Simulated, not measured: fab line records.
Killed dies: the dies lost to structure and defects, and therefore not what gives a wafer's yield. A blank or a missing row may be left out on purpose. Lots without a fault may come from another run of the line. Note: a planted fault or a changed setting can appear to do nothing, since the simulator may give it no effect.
Matching of chambers || flow sky130 || cmp-01 running SKY_VIA2_CMP_24: 4 sister chambers
The step polishes, stops on SiO2, t overpolish 20 s, target thk 0 nm. 4 wafers are shown with their chamber, then 7 later ones without.

WAFERS WITH THEIR CHAMBER
{"wafer": "L111.2", "chamber": 2, "motorCurrentA (A)": 11.0}
{"wafer": "L111.4", "chamber": 1, "motorCurrentA (A)": 13.7}
{"wafer": "L114.1", "chamber": 3, "motorCurrentA (A)": 11.8}
{"wafer": "L114.4", "chamber": 0, "motorCurrentA (A)": 13.3}

WAFERS WHOSE CHAMBER IS MISSING
{"wafer": "L114.5", "motorCurrentA (A)": 11.2}
{"wafer": "L120.1", "motorCurrentA (A)": 11.1}
{"wafer": "L120.4", "motorCurrentA (A)": 10.9}
{"wafer": "L120.5", "motorCurrentA (A)": 12.3}
{"wafer": "L122.1", "motorCurrentA (A)": 11.0}
{"wafer": "L122.4", "motorCurrentA (A)": 12.8}
{"wafer": "L122.5", "motorCurrentA (A)": 13.5}

EACH ONE'S CHAMBER
{"wafer": "L114.5", "from the rows above": "can't be placed: 2 or 3", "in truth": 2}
{"wafer": "L120.1", "from the rows above": 2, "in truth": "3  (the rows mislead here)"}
{"wafer": "L120.4", "from the rows above": 2, "in truth": 2}
{"wafer": "L120.5", "from the rows above": "can't be placed: 3 or 0", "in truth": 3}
{"wafer": "L122.1", "from the rows above": 2, "in truth": 2}
{"wafer": "L122.4", "from the rows above": "can't be placed: 0 or 1 or 3", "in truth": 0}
{"wafer": "L122.5", "from the rows above": "can't be placed: 0 or 1", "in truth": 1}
Correctly placed: 2 of 7. Can't be placed from these rows: 4 (the true chamber is among the candidates in 4). Wrongly placed: 1.
How it was worked out, from the rows above alone: a wafer's distance from a chamber is the root of the sum, over the readings, of the square of ((its reading less the chamber's mean) divided by the reading's scatter). If the next closest chamber is less than 2 further off than the closest, the wafer can't be placed; otherwise it belongs to the closest. Each chamber's mean is taken over the wafers shown for it. The scatter (one wafer shown for each chamber): square how far every hidden wafer sits from the nearest shown wafer, average those squares and take the square root.
